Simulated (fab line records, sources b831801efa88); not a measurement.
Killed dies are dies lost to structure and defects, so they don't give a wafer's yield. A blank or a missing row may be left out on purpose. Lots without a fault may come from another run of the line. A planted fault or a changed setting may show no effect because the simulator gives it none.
Problem report in the 8D (eight disciplines) form, filled by code | flow sky130 | the parts of the form that need people (team, actions taken, sign-off) are left out

1. THE PROBLEM
spike_tc_lower_C at SKY_GATE_OXIDE_OXIDATION_16 reads a mean of 791.6 C on 6 wafers of 2 lots; wafers without a fault read 800.7 C with a standard deviation of 0.96. That is -9.5 standard deviations from the usual mean.
The step: stabilise 600 s, purge 300 s, target thk 3.57 nm.
First seen on wafer L295.1, day 17 18:56, on furnace-01. The record holds 39 wafers of 13 lots with a number at this step. Rule for "out", or "out of limits": more than 4 standard deviations from the usual mean. The other wafers with a number count as sound.

2. WHAT IT IS AND WHAT IT IS NOT
question                    | is                                                                                       | is not
which readings at this step | spike_tc_lower_C, spike_tc_bottom_C, spike_tc_centre_C, spike_tc_top_C, spike_tc_upper_C | tube_center_temp_C_max
which lots                  | L295, L296                                                                               | L284, L285, L287, L294, L299, L301, L303, L304, L305, L306, L307
which wafers of those lots  | all that have a number                                                                   | -
read on which tools         | furnace-01                                                                               | furnace-02
when                        | from day 17 18:56                                                                        | up to then (12 sound wafers); but 21 sound wafers of L299, L301, L303, L304, L305, L306, L307 came after

3. SUSPECTS, AND WHAT RULES EACH OUT
Counting: a tool at a process step up to the reading stays a suspect if it ran every lot that is out and no sound lot after the first of them.
- furnace-01 at SKY_GATE_OXIDE_OXIDATION_16 (stabilise 600 s, purge 300 s, target thk 3.57 nm): ruled out as a lasting fault. Sound lots L303, L307 ran on it after its first lot that is out, L295 (day 17 18:56).
Left after counting: nothing in the record.

4. THE CAUSE (what the simulator had put in)
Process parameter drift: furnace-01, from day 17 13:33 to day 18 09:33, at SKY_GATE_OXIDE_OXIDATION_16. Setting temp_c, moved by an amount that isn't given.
Counting ruled it out, wrongly.

5. THE CHAIN OF EFFECTS, in route order
Each row: a reading whose mean over the struck wafers that have a number lies more than 3 standard deviations from the usual. Only readings for which the record gives a usual standard deviation are gone through. hours: the time from each lot's start at the first step in this table that gives one to its start at this step, as a median over the lots. sigmas: the change in usual standard deviations.
hours | step                        | reading           | usual   | on struck wafers | change | sigmas
0     | SKY_GATE_OXIDE_OXIDATION_16 | spike_tc_bottom_C | 818.9 C | 807.7            | -11.2  | -8.0
0     | SKY_GATE_OXIDE_OXIDATION_16 | spike_tc_centre_C | 800.8 C | 791.4            | -9.4   | -8.5
0     | SKY_GATE_OXIDE_OXIDATION_16 | spike_tc_lower_C  | 800.7 C | 791.6            | -9.1   | -9.5
0     | SKY_GATE_OXIDE_OXIDATION_16 | spike_tc_top_C    | 815.3 C | 807.1            | -8.2   | -4.6
0     | SKY_GATE_OXIDE_OXIDATION_16 | spike_tc_upper_C  | 801.8 C | 792.7            | -9.1   | -8.3
The process steps in it:
- SKY_GATE_OXIDE_OXIDATION_16: stabilise 600 s, purge 300 s, target thk 3.57 nm.
Later measuring or inspecting steps at which every struck wafer that the step has a row for has a number for every such reading, and none has moved that far: SKY_CAP2M_OVL_MEAS_12.

6. WHAT WOULD HAVE CAUGHT IT SOONER
In this record the first reading out of limits was taken at day 17 18:56, 5 hours after the fault began at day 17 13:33.
